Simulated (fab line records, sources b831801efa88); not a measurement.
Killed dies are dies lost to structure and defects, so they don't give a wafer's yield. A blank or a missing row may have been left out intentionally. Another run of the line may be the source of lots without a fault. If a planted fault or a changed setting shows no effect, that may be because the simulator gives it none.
fab line records	flow sky130
record: lots: 6	wafers: 18	lastDay: 49
route steps=708 shown CONTACT@421 METAL1@434 VIA1@458 PAD_OPEN@708
lots that met no fault: taken from a fault-free run of the same line
startH: start of the lot's first displayed wafer, in hours after the record's first day	waitH: how many hours have passed since the lot's step before this one	" unchanged from the row above	L1.1+2: a row that stands for several wafers	- no value present, or no start provided	* or withheld: withheld	< > ~ a bound
route shown NAME@n: a module of which the file shows steps, and the number in the route of the first	usual: average and standard deviation across the fault-free wafers	same: alike in all rows	chamber/n: place in a boat	sites: per-site readings	_std_site: the values' standard deviation	_edge_site: inner sites' mean taken away from outer sites' mean	radiusMm: how far each site lies from the wafer's centre	mask NAME#n: copy n	behind: the tool/chamber that last shaped the wafer	hold: reason for holding the lot/hours on hold/outcome of the hold	device: transistor that didn't switch, given as n, p or np	end of line: the route-end tests of the same wafers	a step without rows: its recipe alone	killed: at the first sort, the dies lost to defects and structure; wafer yield is something else	map: shows each die of a wafer: x if killed, . if not, _ if none is there
set.NAME: the setting the step ran with; set.NAME@STEP: the setting that earlier step ran with	model.NAME: the simulator's own value behind a step, which no gauge read
certain route steps with their lots: each step a table, each wafer a row
services: when a tool's chamber went out of use (startH, in hours from the record's first day, below 0 if earlier), for how many hours, and the reason
== steps ==
step: SKY_CONTACT_OVL_MEAS_15
usual: CONTACT_OVL: -1/5.3
lot.wafer	tool	chamber	startH	waitH	CONTACT_OVL[nm]
L963.1	overlay-02	-	740.22	0.1	-3
L963.4	"	-	"	"	1
L963.6	"	-	"	"	-2
L965.2	overlay-01	-	758.27	0.1	1
L965.3	"	-	"	"	0
L965.4	"	-	"	"	0
L973.2	overlay-02	-	824.17	0.1	1
L973.3	"	-	"	"	3
L973.4	"	-	"	"	7
L974.2	overlay-02	-	827.92	0.1	6
L974.4	"	-	"	"	-8
L974.5	"	-	"	"	4
L978.3	overlay-02	-	854.88	0.1	-5
L978.4	"	-	"	"	2
L978.6	"	-	"	"	-7
L979.1	overlay-01	-	859.02	0.1	1
L979.2	"	-	"	"	-2
L979.3	"	-	"	"	6
step: SKY_CONTACT_ETCH_16
recipe: chemistry: N2/H2	target: BARC	ionEnergyEv: 200	sourceW: 500	biasW: 100	pressureMtorr: 30	n2FlowSccm: 100	h2FlowSccm: 200	stopOn: SiO2	timeS: 45.9	targetDepthA: 600
step: SKY_CONTACT_ETCH_17
recipe: target: SiO2	chemistry: C4F8/O2/Ar	stopOn: Si3N4	maskMaterial: KrF-thick	sourceW: 1500	biasW: 1200	pressureMtorr: 40	c4f8FlowSccm: withheld	O2_flow_sccm: 6	Ar_flow_sccm: 300	timeS: withheld	targetDepthA: 3400
step: SKY_CONTACT_ETCH_18
recipe: target: Si3N4	chemistry: CHF3/O2	stopOn: TiN	sourceW: 600	biasW: 200	pressureMtorr: 40	chf3FlowSccm: 50	O2_flow_sccm: 5	timeS: 39	targetDepthA: 750
step: SKY_CONTACT_STRIP_19
recipe: chemistry: O2/N2	powerW: 1364	pressureMtorr: 1500	platenTempC: withheld	o2FlowSccm: 3000	n2FlowSccm: 300	overashFraction: 0.5
step: SKY_CONTACT_STRIP_20
recipe: chemistry: postEtchResidueRemover	timeS: 1200	tempC: 72.5
step: SKY_CONTACT_CLEAN_21
recipe: chemistry: IPA	timeS: 180	tempC: 25
step: SKY_CONTACT_CLEAN_22
recipe: chemistry: O3/DIW	dry: n2Spin
step: SKY_CONTACT_SPUTTER_23
recipe: material: TiN	targetThkNm: 20	chamberPressurePa: 5	powerW: 4000	timeS: 80
usual: throttleValvePct: 30.2/0.8
lot.wafer	tool	chamber	startH	waitH	throttleValvePct
L963.1	pvdSputter-01	-	740.98	0.0	30.8
L963.4	"	-	"	"	29.5
L963.6	"	-	"	"	30.9
L965.2	pvdSputter-04	-	759.03	0.0	29.4
L965.3	"	-	"	"	28.6
L965.4	"	-	"	"	30.6
L973.2	pvdSputter-01	-	824.93	0.0	29.6
L973.3	"	-	"	"	31.4
L973.4	"	-	"	"	29.6
L974.2	pvdSputter-03	-	828.69	0.0	30.3
L974.4	"	-	"	"	29.3
L974.5	"	-	"	"	30.2
L978.3	pvdSputter-01	-	855.63	0.0	29.5
L978.4	"	-	"	"	30.6
L978.6	"	-	"	"	29.6
L979.1	pvdSputter-03	-	859.82	0.0	29.4
L979.2	"	-	"	"	30.5
L979.3	"	-	"	"	30.9
step: SKY_CONTACT_CVD_24
recipe: material: W	targetThkNm: 340	timeS: 102.12	tempC: 400	pressureTorr: 40
step: SKY_CONTACT_RS_MEAS_25
recipe: thkMeasGauge: four-point-probe	reads: W_of_CONTACT_CVD_24+TiN_of_CONTACT_SPUTTER_23
usual: CONTACT_W_RS: 0.337/0.0036
lot.wafer	tool	chamber	startH	waitH	CONTACT_W_RS[ohm/sq]
L963.1	filmMetro-04	-	741.15	0.1	0.338
L963.4	"	-	"	"	0.337
L963.6	"	-	"	"	0.339
L965.2	filmMetro-02	-	759.22	0.1	0.330
L965.3	"	-	"	"	0.332
L965.4	"	-	"	"	0.332
L973.2	filmMetro-01	-	825.12	0.1	0.333
L973.3	"	-	"	"	0.336
L973.4	"	-	"	"	0.341
L974.2	filmMetro-04	-	828.88	0.1	0.339
L974.4	"	-	"	"	0.337
L974.5	"	-	"	"	0.335
L978.3	filmMetro-02	-	855.84	0.1	0.333
L978.4	"	-	"	"	0.341
L978.6	"	-	"	"	0.342
L979.1	filmMetro-04	-	859.99	0.1	0.337
L979.2	"	-	"	"	0.339
L979.3	"	-	"	"	0.336
step: SKY_CONTACT_THK_MEAS_26
recipe: thkMeasGauge: xrf	reads: W_of_CONTACT_CVD_24
usual: CONTACT_W_THK: 339/4.1
lot.wafer	tool	chamber	startH	waitH	CONTACT_W_THK[nm]
L963.1	filmMetro-04	-	741.27	0.1	337
L963.4	"	-	"	"	337
L963.6	"	-	"	"	333
L965.2	filmMetro-02	-	759.33	0.1	345
L965.3	"	-	"	"	342
L965.4	"	-	"	"	345
L973.2	filmMetro-01	-	825.23	0.1	346
L973.3	"	-	"	"	341
L973.4	"	-	"	"	339
L974.2	filmMetro-04	-	828.99	0.1	338
L974.4	"	-	"	"	337
L974.5	"	-	"	"	336
L978.3	filmMetro-02	-	855.94	0.1	342
L978.4	"	-	"	"	333
L978.6	"	-	"	"	331
L979.1	filmMetro-04	-	860.11	0.1	343
L979.2	"	-	"	"	341
L979.3	"	-	"	"	343
step: SKY_CONTACT_CMP_27
recipe: stopOn: SiO2	tOverpolishS: 15	downForcePsi: 3.5	platenRpm: 60	targetThkNm: 0	padVelocityMS: 0.94248
usual: motorCurrentA: 10.8/0.91	overpolishRunS: 15.000/0.0092	timeToEndpointS: 79/3
lot.wafer	tool	chamber	startH	waitH	motorCurrentA	overpolishRunS	timeToEndpointS
L963.4	cmp-01	3	741.33	0.0	11.8	15.010	81
L963.1	"	0	"	"	11.0	15.011	80
L963.6	"	0	"	"	11.8	15.009	78
L965.4	cmp-01	1	759.38	0.0	10.0	14.992	86
L965.2	"	2	"	"	11.2	14.992	85
L965.3	"	3	"	"	11.7	14.990	85
L973.4	cmp-01	3	825.33	0.1	11.0	14.998	79
L973.2	"	0	"	"	11.1	14.995	76
L973.3	"	1	"	"	9.5	14.988	76
L974.2	cmp-02	3	829.04	0.0	11.7	14.989	84
L974.4	"	1	"	"	9.7	14.993	83
L974.5	"	0	"	"	10.1	15.010	84
L978.3	cmp-01	3	856.08	0.1	11.7	15.014	80
L978.4	"	2	"	"	11.8	15.000	75
L978.6	"	3	"	"	11.3	14.995	74
L979.3	cmp-01	0	860.33	0.2	10.7	15.001	79
L979.2	"	2	"	"	11.6	14.998	78
L979.1	"	3	"	"	11.0	15.005	79
step: SKY_METAL1_SPUTTER_00
recipe: material: Ti	targetThkNm: 15	powerW: 3000	timeS: 10	chamberPressurePa: 0.4
usual: throttleValvePct: 29.9/0.98
lot.wafer	tool	chamber	startH	waitH	throttleValvePct
L963.1	pvdSputter-04	-	741.63	0.2	29.3
L963.4	"	-	"	"	31.5
L963.6	"	-	"	"	31.5
L965.2	pvdSputter-01	-	759.68	0.2	29.6
L965.3	"	-	"	"	31.3
L965.4	"	-	"	"	29.5
L973.2	pvdSputter-02	-	825.58	0.1	29.1
L973.3	"	-	"	"	29.9
L973.4	"	-	"	"	30.5
L974.2	pvdSputter-01	-	829.34	0.2	29.6
L974.4	"	-	"	"	31.4
L974.5	"	-	"	"	30.7
L978.3	pvdSputter-04	-	856.38	0.2	31.3
L978.4	"	-	"	"	30.5
L978.6	"	-	"	"	28.3
L979.1	pvdSputter-01	-	860.63	0.1	31.2
L979.2	"	-	"	"	31.2
L979.3	"	-	"	"	29.6
step: SKY_METAL1_SPUTTER_01
recipe: material: TiN	targetThkNm: 20	powerW: 6500	timeS: 16.7	chamberPressurePa: 0.4
usual: throttleValvePct: 30.0/0.98
lot.wafer	tool	chamber	startH	waitH	throttleValvePct
L963.1	pvdSputter-04	-	741.66	0.0	29.4
L963.4	"	-	"	"	31.4
L963.6	"	-	"	"	31.5
L965.2	pvdSputter-01	-	759.70	0.0	29.8
L965.3	"	-	"	"	31.1
L965.4	"	-	"	"	29.5
L973.2	pvdSputter-02	-	825.60	0.0	29.0
L973.3	"	-	"	"	29.8
L973.4	"	-	"	"	30.1
L974.2	pvdSputter-01	-	829.36	0.0	29.6
L974.4	"	-	"	"	31.5
L974.5	"	-	"	"	30.9
L978.3	pvdSputter-04	-	856.40	0.0	31.6
L978.4	"	-	"	"	30.3
L978.6	"	-	"	"	28.6
L979.1	pvdSputter-01	-	860.65	0.0	31.1
L979.2	"	-	"	"	31.3
L979.3	"	-	"	"	29.9
step: SKY_METAL1_SPUTTER_02
recipe: material: AlCu	targetThkNm: 250	powerW: 10600	timeS: 13.3	chamberPressurePa: 0.4
usual: throttleValvePct: 30.0/0.96
lot.wafer	tool	chamber	startH	waitH	throttleValvePct
L963.1	pvdSputter-04	-	741.68	0.0	29.2
L963.4	"	-	"	"	31.2
L963.6	"	-	"	"	31.3
L965.2	pvdSputter-01	-	759.73	0.0	29.6
L965.3	"	-	"	"	31.4
L965.4	"	-	"	"	29.3
L973.2	pvdSputter-02	-	825.63	0.0	28.7
L973.3	"	-	"	"	29.9
L973.4	"	-	"	"	30.3
L974.2	pvdSputter-01	-	829.39	0.0	29.6
L974.4	"	-	"	"	31.1
L974.5	"	-	"	"	30.8
L978.3	pvdSputter-04	-	856.43	0.0	31.2
L978.4	"	-	"	"	30.7
L978.6	"	-	"	"	28.9
L979.1	pvdSputter-01	-	860.68	0.0	30.8
L979.2	"	-	"	"	31.3
L979.3	"	-	"	"	29.8
step: SKY_METAL1_SPUTTER_03
recipe: material: Ti	targetThkNm: 5	powerW: 3000	timeS: 3.3	chamberPressurePa: 0.4
step: SKY_METAL1_SPUTTER_04
recipe: material: TiN	targetThkNm: 70	powerW: 6500	timeS: 58.3	chamberPressurePa: 0.4
usual: throttleValvePct: 30.0/0.97
lot.wafer	tool	chamber	startH	waitH	throttleValvePct
L963.1	pvdSputter-04	-	741.72	0.0	29.4
L963.4	"	-	"	"	31.4
L963.6	"	-	"	"	31.4
L965.2	pvdSputter-01	-	759.77	0.0	29.6
L965.3	"	-	"	"	31.0
L965.4	"	-	"	"	29.3
L973.2	pvdSputter-02	-	825.67	0.0	29.0
L973.3	"	-	"	"	29.5
L973.4	"	-	"	"	30.3
L974.2	pvdSputter-01	-	829.43	0.0	29.5
L974.4	"	-	"	"	31.4
L974.5	"	-	"	"	30.8
L978.3	pvdSputter-04	-	856.47	0.0	31.5
L978.4	"	-	"	"	30.3
L978.6	"	-	"	"	28.6
L979.1	pvdSputter-01	-	860.72	0.0	30.8
L979.2	"	-	"	"	31.1
L979.3	"	-	"	"	29.6
step: SKY_METAL1_RS_MEAS_05
recipe: thkMeasGauge: four-point-probe	reads: TiN_of_METAL1_SPUTTER_04+Ti_of_METAL1_SPUTTER_03+AlCu_of_METAL1_SPUTTER_02+TiN_of_METAL1_SPUTTER_01+Ti_of_METAL1_SPUTTER_00
usual: METAL1_ALCU_RS: 0.1269/0.0014
lot.wafer	tool	chamber	startH	waitH	METAL1_ALCU_RS[ohm/sq]
L963.1	filmMetro-03	-	741.77	0.0	0.1256
L963.4	"	-	"	"	0.1258
L963.6	"	-	"	"	0.1256
L965.2	filmMetro-04	-	759.84	0.0	0.1266
L965.3	"	-	"	"	0.1274
L965.4	"	-	"	"	0.1274
L973.2	filmMetro-02	-	825.74	0.0	0.1300
L973.3	"	-	"	"	0.1281
L973.4	"	-	"	"	0.1301
L974.2	filmMetro-04	-	829.50	0.0	0.1262
L974.4	"	-	"	"	0.1263
L974.5	"	-	"	"	0.1260
L978.3	filmMetro-02	-	856.56	0.1	0.1268
L978.4	"	-	"	"	0.1290
L978.6	"	-	"	"	0.1282
L979.1	filmMetro-04	-	860.77	0.0	0.1246
L979.2	"	-	"	"	0.1252
L979.3	"	-	"	"	0.1260
step: SKY_METAL1_THK_MEAS_06
recipe: thkMeasGauge: xrf	reads: AlCu_of_METAL1_SPUTTER_02
usual: METAL1_ALCU_THK: 247/3.1
lot.wafer	tool	chamber	startH	waitH	METAL1_ALCU_THK[nm]
L963.1	filmMetro-03	-	741.89	0.1	248
L963.4	"	-	"	"	250
L963.6	"	-	"	"	250
L965.2	filmMetro-04	-	759.95	0.1	249
L965.3	"	-	"	"	248
L965.4	"	-	"	"	248
L973.2	filmMetro-02	-	825.85	0.1	242
L973.3	"	-	"	"	246
L973.4	"	-	"	"	240
L974.2	filmMetro-04	-	829.61	0.1	247
L974.4	"	-	"	"	247
L974.5	"	-	"	"	247
L978.3	filmMetro-02	-	856.66	0.1	247
L978.4	"	-	"	"	243
L978.6	"	-	"	"	245
L979.1	filmMetro-04	-	860.89	0.1	252
L979.2	"	-	"	"	250
L979.3	"	-	"	"	250
step: SKY_METAL1_DEHYDRATE_07
recipe: tempC: 200	timeS: 60
step: SKY_METAL1_HMDS_08
recipe: primeTimeS: 60	primeTempC: 120
step: SKY_METAL1_COAT_09
recipe: resist: BARC	tempC: withheld	timeS: withheld	spinRpm: 3000	resistThkNm: 60
step: SKY_METAL1_COAT_10
recipe: resist: KrF-thick	spinRpm: 3000	resistThkNm: 450
step: SKY_METAL1_SOFTBAKE_11
recipe: tempC: 100	timeS: 87.81	resist: KrF-thick
step: SKY_METAL1_EXPOSE_12
recipe: maskId: MM1	na: 0.8	sourceShape: annular	sigmaInner: 0.55	sigmaOuter: 0.85	targetCdNm: 140	doseMj: 28
step: SKY_METAL1_PEB_13
recipe: pebTempC: withheld	pebTimeS: withheld	resist: KrF-thick
step: SKY_METAL1_DEVELOP_14
recipe: developTimeS: 60	resist: KrF-thick	devTempC: 21
step: SKY_METAL1_CD_MEAS_15
recipe: targetCdNm: 140
usual: cdNm: 140.0/1.2
lot.wafer	tool	chamber	startH	waitH	cdNm
L963.1	cdSem-02	-	769.20	-	137.5
L963.4	"	-	"	"	138.0
L963.6	"	-	"	"	138.0
L965.2	cdSem-02	-	786.61	-	138.6
L965.3	"	-	"	"	140.8
L965.4	"	-	"	"	141.9
L973.2	cdSem-01	-	851.91	-	140.1
L973.3	"	-	"	"	139.2
L973.4	"	-	"	"	138.8
L974.2	cdSem-02	-	855.91	-	138.1
L974.4	"	-	"	"	139.4
L974.5	"	-	"	"	139.3
L978.3	cdSem-01	-	882.33	-	141.3
L978.4	"	-	"	"	139.6
L978.6	"	-	"	"	140.3
L979.1	cdSem-01	-	886.55	-	139.6
L979.2	"	-	"	"	139.9
L979.3	"	-	"	"	139.7
step: SKY_METAL1_OVL_MEAS_16
usual: METAL1_OVL: -4/5.8
lot.wafer	tool	chamber	startH	waitH	METAL1_OVL[nm]
L963.1	overlay-02	-	769.32	0.1	1
L963.4	"	-	"	"	-4
L963.6	"	-	"	"	2
L965.2	overlay-02	-	786.72	0.1	-1
L965.3	"	-	"	"	3
L965.4	"	-	"	"	1
L973.2	overlay-01	-	852.02	0.1	-8
L973.3	"	-	"	"	0
L973.4	"	-	"	"	-5
L974.2	overlay-01	-	856.02	0.1	0
L974.4	"	-	"	"	1
L974.5	"	-	"	"	-1
L978.3	overlay-01	-	882.43	0.1	-2
L978.4	"	-	"	"	-13
L978.6	"	-	"	"	-10
L979.1	overlay-02	-	886.67	0.1	-7
L979.2	"	-	"	"	-6
L979.3	"	-	"	"	-6
step: SKY_METAL1_DESCUM_17
recipe: chemistry: O2	sourcePowerW: 150	biasPowerW: 0	pressureMtorr: 10	tempC: 40	timeS: 8
step: SKY_METAL1_ETCH_18
recipe: chemistry: N2/H2	target: BARC	ionEnergyEv: 200	biasW: 100	pressureMtorr: 30	n2FlowSccm: 100	h2FlowSccm: 200	icpW: 500	stopOn: SiO2	timeS: 45.9	targetDepthA: 600
step: SKY_METAL1_METAL_ETCH_19
recipe: targetDepthA: 3600	stopOn: SiO2	overEtchFrac: 0.3	timeS: 78	chemistry: Cl2/BCl3	resistSidewallDeg: 88	pressureMtorr: 10	icpW: 900	biasW: 48.5	Cl2_flow_sccm: 60	bcl3FlowSccm: 30
step: SKY_METAL1_STRIP_20
recipe: chemistry: O2/N2	powerW: 1400	pressureMtorr: 1500	platenTempC: withheld	o2FlowSccm: 3000	n2FlowSccm: 300	overashFraction: 0.5
step: SKY_METAL1_STRIP_21
recipe: chemistry: postEtchResidueRemover	timeS: 1200	tempC: 72.5
step: SKY_METAL1_CLEAN_22
recipe: chemistry: IPA	timeS: 180	tempC: 25
step: SKY_METAL1_CLEAN_23
recipe: chemistry: O3/DIW	dry: n2Spin
step: SKY_VIA1_HDPCVD_00
recipe: material: SiO2	targetThkNm: 1030	sigmaOpenFrac: 0.3	timeS: 171.7	tempC: 400	sih4FlowSccm: 60	pressureMtorr: 6
step: SKY_VIA1_THK_MEAS_01
recipe: reads: SiO2_of_VIA1_HDPCVD_00
usual: VIA1_HDPCVD_THK: 1027/11
lot.wafer	tool	chamber	startH	waitH	VIA1_HDPCVD_THK[nm]
L963.1	filmMetro-01	-	770.24	0.1	1031
L963.4	"	-	"	"	1023
L963.6	"	-	"	"	1025
L965.2	filmMetro-02	-	787.65	0.1	1010
L965.3	"	-	"	"	1026
L965.4	"	-	"	"	1017
L973.2	filmMetro-01	-	852.95	0.1	1032
L973.3	"	-	"	"	1026
L973.4	"	-	"	"	1031
L974.2	filmMetro-03	-	856.99	0.1	1039
L974.4	"	-	"	"	1037
L974.5	"	-	"	"	1020
L978.3	filmMetro-03	-	883.36	0.1	1022
L978.4	"	-	"	"	1018
L978.6	"	-	"	"	1037
L979.1	filmMetro-02	-	887.63	0.1	1040
L979.2	"	-	"	"	1045
L979.3	"	-	"	"	1034
step: SKY_VIA1_CMP_02
recipe: material: SiO2	downForcePsi: 4	platenRpm: 60	padVelocityMS: 0.94248
step: SKY_VIA1_BOW_MEAS_03
recipe: mode: bow
usual: VIA1_BOW: 79/6.4
lot.wafer	tool	chamber	startH	waitH	VIA1_BOW[um]
L963.1	filmMetro-02	-	770.60	0.1	76
L963.4	"	-	"	"	80
L963.6	"	-	"	"	76
L965.2	filmMetro-02	-	788.02	0.3	78
L965.3	"	-	"	"	77
L965.4	"	-	"	"	81
L973.2	filmMetro-03	-	853.32	0.2	64
L973.3	"	-	"	"	71
L973.4	"	-	"	"	78
L974.2	filmMetro-02	-	857.36	0.2	86
L974.4	"	-	"	"	82
L974.5	"	-	"	"	72
L978.3	filmMetro-02	-	883.74	0.2	86
L978.4	"	-	"	"	79
L978.6	"	-	"	"	77
L979.1	filmMetro-01	-	887.99	0.1	83
L979.2	"	-	"	"	84
L979.3	"	-	"	"	73
step: SKY_VIA1_DEHYDRATE_04
recipe: tempC: 200	timeS: 60
step: SKY_PAD_OPEN_PROBE_99
usual: killed_at_M0_to_M3: 44/7.1	killed_at_M4_up: 3.1/1.9	killedAtContacts: 25/5.8	killedAtFrontEnd: 16/4.5	killedAtOther: 0.3/0.52	killedDies: 88/9.1	killedOnRim: 17/4	killedOpen: 48/6.8	killedShort: 39/5.8
same: grossDies: 492	killedAtBackSide: 0
lot.wafer	tool	chamber	startH	waitH	killed_at_M0_to_M3	killed_at_M4_up	killedAtContacts	killedAtFrontEnd	killedAtOther	killedDies	killedOnRim	killedOpen	killedShort
L965.2	prober-02	-	1097.52	0.1	54	7	17	7	0	85	12	46	39
L965.3	prober-02	-	1097.57	0.2	49	3	22	11	1	86	14	44	42
L965.4	prober-02	-	1097.62	0.2	49	4	23	16	1	93	17	50	43
L973.2	prober-02	-	1143.39	0.1	42	2	30	13	0	87	16	46	41
L973.3	prober-02	-	1143.44	0.2	31	0	34	8	0	73	10	36	35
L973.4	prober-02	-	1143.49	0.2	60	3	22	8	0	93	18	45	48
L974.2	prober-01	-	1148.01	0.1	42	3	31	15	0	91	15	56	35
L974.4	prober-01	-	1148.11	0.2	28	2	15	31	0	76	16	37	39
L974.5	prober-01	-	1148.16	0.2	37	1	24	18	0	80	18	45	35
L978.3	prober-01	-	1168.33	0.2	25	1	335	11	0	372	77	27	27
L978.4	prober-01	-	1168.38	0.2	23	1	334	5	1	364	72	28	23
L978.6	prober-01	-	1168.48	0.2	22	1	326	8	0	357	65	31	28
L979.1	prober-02	-	1171.31	0.1	27	2	346	9	0	384	70	28	25
L979.2	prober-02	-	1171.36	0.1	31	4	328	17	0	380	78	35	26
L979.3	prober-02	-	1171.41	0.2	40	1	298	10	0	349	71	35	30
killed by level:class
L965.2 VIA1:geometricParticle:open=14 VIA2:geometricParticle:open=8 LI_CONTACT:geometricParticle:open=8 VIA1:geometricParticle:short=8 METAL1:geometricParticle:short=6 VIA3:geometricParticle:open=6 CONTACT:geometricParticle:open=5 METAL4:geometricParticle:short=5
L965.3 VIA1:geometricParticle:open=11 CONTACT:geometricParticle:open=8 VIA2:geometricParticle:open=7 METAL2:geometricParticle:short=7 METAL1:geometricParticle:short=6 LI_CONTACT:geometricParticle:open=5 CONTACT:geometricParticle:short=5 POLY_GATE:geometricParticle:short=4
L965.4 VIA2:geometricParticle:open=10 VIA1:geometricParticle:open=9 LI_CONTACT:geometricParticle:open=8 CONTACT:geometricParticle:open=8 METAL1:geometricParticle:short=8 VIA1:geometricParticle:short=8 FIELD_ISO:geometricParticle:short=6 VIA2:geometricParticle:short=4
L973.2 CONTACT:geometricParticle:open=11 VIA2:geometricParticle:open=9 VIA1:geometricParticle:open=8 LOCAL_INTERCONNECT:geometricParticle:short=7 LI_CONTACT:geometricParticle:open=6 FIELD_ISO:geometricParticle:short=5 CONTACT:geometricParticle:short=5 VIA3:geometricParticle:short=5
L973.3 CONTACT:geometricParticle:open=9 LOCAL_INTERCONNECT:geometricParticle:short=9 CONTACT:geometricParticle:short=7 VIA2:geometricParticle:open=7 LI_CONTACT:geometricParticle:open=5 VIA1:geometricParticle:open=5 METAL2:geometricParticle:short=5 VIA1:geometricParticle:short=4
L973.4 VIA3:geometricParticle:open=10 LI_CONTACT:geometricParticle:open=9 VIA1:geometricParticle:open=9 METAL2:geometricParticle:short=9 VIA2:geometricParticle:open=9 METAL1:geometricParticle:short=6 LOCAL_INTERCONNECT:geometricParticle:short=5 VIA1:geometricParticle:short=5
L974.2 VIA1:geometricParticle:open=13 CONTACT:geometricParticle:open=12 LI_CONTACT:geometricParticle:open=9 VIA2:geometricParticle:open=6 CONTACT:geometricParticle:short=5 VIA3:geometricParticle:open=5 FIELD_ISO:geometricParticle:open=4 POLY_GATE:geometricParticle:open=4
L974.4 VIA1:geometricParticle:open=10 FIELD_ISO:geometricParticle:short=8 POLY_GATE:geometricParticle:short=7 POLY_GATE:geometricParticle:open=6 VIA3:geometricParticle:open=5 FIELD_ISO:geometricParticle:open=4 VIA1:geometricParticle:short=4 SPACER:geometricParticle:short=4
L974.5 METAL2:geometricParticle:short=10 CONTACT:geometricParticle:open=8 VIA1:geometricParticle:open=6 VIA2:geometricParticle:open=6 LI_CONTACT:geometricParticle:open=5 LOCAL_INTERCONNECT:geometricParticle:short=5 VIA3:geometricParticle:open=5 FIELD_ISO:geometricParticle:open=4
L978.3 CONTACT:unspecified=318 VIA1:geometricParticle:open=7 VIA1:geometricParticle:short=6 LI_CONTACT:geometricParticle:open=5 CONTACT:geometricParticle:open=5 FIELD_ISO:geometricParticle:open=3 LI_CONTACT:geometricParticle:short=3 VIA2:geometricParticle:open=3
L978.4 CONTACT:unspecified=313 CONTACT:geometricParticle:open=8 LI_CONTACT:geometricParticle:open=6 VIA1:geometricParticle:open=6 METAL2:geometricParticle:short=5 LOCAL_INTERCONNECT:geometricParticle:short=4 METAL1:geometricParticle:short=3 FIELD_ISO:geometricParticle:short=2
L978.6 CONTACT:unspecified=297 CONTACT:geometricParticle:open=12 LOCAL_INTERCONNECT:geometricParticle:short=5 VIA1:geometricParticle:open=5 LI_CONTACT:geometricParticle:open=4 CONTACT:geometricParticle:short=4 VIA1:geometricParticle:short=4 METAL2:geometricParticle:short=4
L979.1 CONTACT:unspecified=331 LI_CONTACT:geometricParticle:open=4 CONTACT:geometricParticle:open=4 VIA2:geometricParticle:open=4 METAL2:geometricParticle:short=3 LI_CONTACT:geometricParticle:short=3 METAL2:geometricParticle:open=3 VIA1:geometricParticle:short=3
L979.2 CONTACT:unspecified=319 FIELD_ISO:geometricParticle:open=7 VIA1:geometricParticle:open=7 METAL2:geometricParticle:short=5 VIA2:geometricParticle:open=5 VIA3:geometricParticle:open=4 POLY_GATE:geometricParticle:short=3 CONTACT:geometricParticle:open=3
L979.3 CONTACT:unspecified=283 VIA1:geometricParticle:open=10 CONTACT:geometricParticle:open=6 VIA1:geometricParticle:short=6 METAL2:geometricParticle:short=6 VIA2:geometricParticle:open=6 LOCAL_INTERCONNECT:geometricParticle:short=4 LI_CONTACT:geometricParticle:short=3
map L978.3 (x killed, . not)
__________xxxxx.x.xx_________
________xxxxxx.xxx.xxx_______
______xxxx.x..xxxxxxxx.x_____
_____xxx..xx.x..xxx.xxx.x____
____x.xx.xxxxx.xx.xx.xxxxx___
___xx.xxx..x.xxxxxx..xxxxxx__
__xx..x.xx.x.x..x.xxxxxxxx.x_
_xxx.xxxxxxxxxxxxxx..xx...x.x
_xx...xxx.x.xxxxx.xxx.xxx..xx
_xx..x..x..xxxx.xxxx..xxx.x.x
_xx.xxxx.xxx.xxxx.xx.xxx.xxxx
_xx.xx..x.xxxxxxxxxxxxxx.xxxx
_xxxxx.x.xx.xxxxx.xx.xxxxxxxx
_.xxxxxxx..xxxx.xxxx.xxxxxxxx
_xxxxxx.x.x.xxxxxx.x.x.xxxx.x
__.xxxxx..xxxx.xxxxxx.x.x.xx_
___.xxxxxxxxxx..xxxx.xxx.x.__
____xx.xxxx..xxxxxxxxxxx.x___
_____xxxxxxxxx.x.xxxxx.xx____
______.xxxxxxx.xxxxx..xx_____
________xxxxxxx.xx..xx_______
__________.x.xxxxx.x_________
map L979.1 (x killed, . not)
__________xxxx.x.xxx_________
________xxxxxx.x.x...._______
______..x.xxxxxxx.xx.x.x_____
_____..xx.xxxxxxxxx..xxxx____
____xxxxxxxxxx..x...xxxx..___
___.xxxxx.xxxxxxxxxxxxxx.x.__
__x.xxxxxxx.xxxxxx.xxx.xxxxx_
_xxxxxxxxxxxx.xxxx.xxxxx.xxxx
_xxxxxxxx..xxxx.xxxxx.xxxx.xx
_xxx.xxx.xxxxxxxxxxxxxx...xxx
_...xxxx.xxxxx.xxxxxxxxxxx.xx
_xx..xxx...xxxx.xx.xx..xxxxx.
_xxxxx.xxxxxxxxxxxxxxxx.xxxx.
_xx...xxxxxxxx.x..xx.xxx.xxxx
_xxxxxxxxxxx.xx.x.xx..xxxxxxx
__xxxxxx.xxxxxxxxxxxxxx.xxxx_
___.xxxxxxxxxxx..x.x.x.xxxx__
____xxxxx.xxx.xx.xx.xxxxx.___
_____.xxxxxxxxx.xxxxx..xx____
______x.xxx.x...xx.xxxxx_____
________xxxxxxxx..xxxx_______
__________x.xxxx...x_________
== services ==
tool	chamber	startH	hours	kind
cmp-01	-	722.53	5.2	pm
cmp-02	-	744.00	4.0	pm
cmp-02	-	748.00	-	consumableReplace:conditioner
cmp-02	-	748.00	-	consumableReplace:pad
cmp-02	-	752.54	1.6	repair
pvdSputter-04	1	761.93	-	consumableReplace:kit
pvdSputter-04	1	761.93	18.0	scheduledDown
pvdSputter-04	1	761.93	18.0	ventCycle
cmp-01	-	785.94	0.7	repair
cmp-02	-	851.36	11.3	repair
pvdSputter-02	2	854.70	-	consumableReplace:kit
pvdSputter-02	2	854.70	18.0	scheduledDown
pvdSputter-02	2	854.70	18.0	ventCycle
== key ==
firstSign: step: SKY_PAD_OPEN_PROBE_99	reading: killedAtContacts	direction: up	sigmas: 52	usual: 25	struck: 328
effect: step: SKY_PAD_OPEN_PROBE_99	reading: killedDies	direction: up	sigmas: 31	usual: 88	struck: 368
metAt SKY_CONTACT_CMP_27
struckWafers L978.3,L978.4,L978.6,L979.1,L979.2,L979.3
testerLeftOut L978,L979
onsetBetween 825.33 856.08
alsoFits time
fault: kind: chamberParticleSource	tool: cmp-01	chamber: -	onsetH: 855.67	steps: SKY_CONTACT_CMP_27	ratePerVisitCm2: 2.133	endH: 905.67
testerLeftOut: of these lots the tester's yield and bins aren't shown, on N5 and GAA mostly nor the transistor test; their killed dies are dies lost to structure and defects alone, not to doping, threshold or leakage, so they don't give the yield
